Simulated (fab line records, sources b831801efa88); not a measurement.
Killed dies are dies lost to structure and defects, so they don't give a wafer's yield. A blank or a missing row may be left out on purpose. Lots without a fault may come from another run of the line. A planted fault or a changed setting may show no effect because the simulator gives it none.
Which tool did it? | flow gf180mcu | 13 lots, 39 wafers sampled, at 5 steps of a route of 602

WHAT THE GAUGES READ, wafer by wafer
GF_MVPSD_OVL_MEAS_07. Usual: MVPSD_OVL -0.3 nm, standard deviation 1.4.
lot  | measured     | on         | MVPSD_OVL (nm) | flag
L956 | day 5 02:40  | overlay-02 | 0.2 3.9 1.5    |
L959 | day 6 01:40  | overlay-02 | 1.0 -0.3 0.9   |
L960 | day 6 04:10  | overlay-01 | -2.1 -0.9 -0.1 |
L961 | day 6 08:37  | overlay-02 | -1.9 -2.9 -1.4 |
L962 | day 6 17:16  | overlay-01 | -0.5 0.3 2.1   |
L963 | day 6 20:27  | overlay-02 | -0.8 -1.5 -0.7 |
L964 | day 7 02:30  | overlay-01 | -1.0 -1.7 -1.6 |
L967 | day 7 18:43  | overlay-01 | -1.6 -1.7 -3.1 |
L968 | day 7 21:43  | overlay-02 | -0.7 2.6 -2.3  |
L969 | day 8 07:40  | overlay-02 | - - -          | OFF
L971 | day 8 18:10  | overlay-02 | 0.9 0.6 -1.7   |
L978 | day 10 10:28 | overlay-01 | 0.2 0.8 -2.5   |
L979 | day 10 17:03 | overlay-01 | -0.6 1.0 1.9   |

GF_MVPSD_TW_MEAS_11. Usual: MVPSD_TW 550, standard deviation 7.7.
lot  | measured     | on            | MVPSD_TW    | flag
L956 | day 5 03:06  | film_metro-04 | 556 558 556 |
L959 | day 6 02:07  | film_metro-01 | 559 558 553 |
L960 | day 6 04:35  | film_metro-03 | 544 544 543 |
L961 | day 6 09:03  | film_metro-03 | 539 541 543 |
L962 | day 6 17:42  | film_metro-04 | 558 555 556 |
L963 | day 6 20:53  | film_metro-04 | 553 554 555 |
L964 | day 7 02:56  | film_metro-04 | 558 558 559 |
L967 | day 7 19:10  | film_metro-03 | 541 543 540 |
L968 | day 7 22:08  | film_metro-04 | 552 558 556 |
L969 | day 8 08:07  | film_metro-01 | 30 30 30    | OFF
L971 | day 8 18:35  | film_metro-04 | 560 556 556 |
L978 | day 10 10:54 | film_metro-04 | 554 556 558 |
L979 | day 10 17:29 | film_metro-01 | 556 554 555 |

GF_M1_RS_MEAS_05: measures by four-point-probe. Usual: M1_ALCU_RS 0.0695 ohm/sq, standard deviation 0.00085.
lot  | measured     | on            | M1_ALCU_RS (ohm/sq)  | flag
L956 | day 16 05:44 | film_metro-02 | 0.0677 0.0699 0.0676 |
L959 | day 17 15:11 | film_metro-02 | 0.0679 0.0687 0.0693 |
L960 | day 17 21:11 | film_metro-04 | 0.0692 0.0703 0.0693 |
L961 | day 18 05:11 | film_metro-04 | 0.0708 0.0704 0.0708 |
L962 | day 18 12:43 | film_metro-03 | 0.0687 0.0694 0.0687 |
L963 | day 18 21:02 | film_metro-03 | 0.0686 0.0682 0.0683 |
L964 | day 19 03:52 | film_metro-03 | 0.0705 0.0686 0.0708 |
L967 | day 20 14:34 | film_metro-04 | 0.0699 0.0682 0.0702 |
L968 | day 20 17:32 | film_metro-02 | 0.0696 0.0699 0.0684 |
L969 | day 21 00:49 | film_metro-04 | 0.0703 0.0686 0.0705 |
L971 | day 21 18:20 | film_metro-03 | 0.0698 0.0715 0.0702 |
L978 | day 23 19:06 | film_metro-02 | 0.0704 0.0701 0.0703 |
L979 | day 24 03:54 | film_metro-03 | 0.0688 0.0703 0.0695 |

GF_M1_OVL_MEAS_15. Usual: M1_OVL 3 nm, standard deviation 4.2.
lot  | measured     | on         | M1_OVL (nm) | flag
L956 | day 17 04:25 | overlay-02 | 5 5 5       |
L959 | day 18 14:50 | overlay-02 | 4 0 3       |
L960 | day 18 21:31 | overlay-02 | 14 10 10    |
L961 | day 19 05:16 | overlay-02 | 12 5 0      |
L962 | day 19 12:26 | overlay-02 | 0 -2 0      |
L963 | day 19 20:58 | overlay-01 | 4 6 5       |
L964 | day 20 04:40 | overlay-01 | -2 0 -3     |
L967 | day 21 14:44 | overlay-02 | 5 9 4       |
L968 | day 21 18:13 | overlay-02 | 8 8 10      |
L969 | day 22 00:50 | overlay-01 | 6 -2 6      |
L971 | day 22 17:40 | overlay-01 | 4 -1 6      |
L978 | day 24 17:47 | overlay-02 | 6 7 5       |
L979 | day 25 01:34 | overlay-02 | 0 5 5       |

WHICH TOOL RAN EACH LOT (tool, then ch and the chambers of the sampled wafers, then the start)
lot  | GF_MVPSD_EXPOSE_04
L956 | iline_stepper-02 ch 0, day 4 19:48
L959 | iline_stepper-02 ch 0, day 5 18:16
L960 | iline_stepper-01 ch 0, day 5 20:59
L961 | iline_stepper-01 ch 0, day 6 01:20
L962 | iline_stepper-02 ch 0, day 6 10:00
L963 | iline_stepper-02 ch 0, day 6 13:00
L964 | iline_stepper-02 ch 0, day 6 18:40
L967 | iline_stepper-02 ch 0, day 7 10:44
L968 | iline_stepper-01 ch 0, day 7 14:23
L969 | iline_stepper-01 ch 0, day 7 23:41
L971 | iline_stepper-02 ch 0, day 8 10:35
L978 | iline_stepper-01 ch 0, day 10 01:45
L979 | iline_stepper-02 ch 0, day 10 08:10
- GF_MVPSD_EXPOSE_04: exposes mask MVPSD, target cd 1000 nm.

WHAT THE TOOLS THEMSELVES READ (means of the sampled wafers that have a number; where no wafer has one, the mark that the record gives instead)
The record holds no such reading with a usual standard deviation.

THE ANSWER, worked out from the rows above alone
Rule: a lot is off if the mean of its wafers that have a number lies more than 3 standard deviations from the usual mean. A lot without any number at a reading at which 4 lots or more have one is off too. The other lots that the step has rows for count as sound. The gauges are gone through in route order, then the tools' own readings, and for those a lot's mean is taken as printed above. The first step at which some lot is off is used, and at that step the reading that is off furthest; a lot without a number counts as furthest.
Off: L969, at GF_MVPSD_OVL_MEAS_07 (MVPSD_OVL). Without a number there: L969.
A tool fits if, at a process step before that reading, it ran every lot that is off, and no sound lot after the first of them. The gauges at GF_MVPSD_OVL_MEAS_07 aren't tried: what is off there is off at GF_MVPSD_TW_MEAS_11 too, on other tools, and a gauge's error can't cause that. None of those tried fits.

WHAT THE SIMULATOR HAD PUT IN
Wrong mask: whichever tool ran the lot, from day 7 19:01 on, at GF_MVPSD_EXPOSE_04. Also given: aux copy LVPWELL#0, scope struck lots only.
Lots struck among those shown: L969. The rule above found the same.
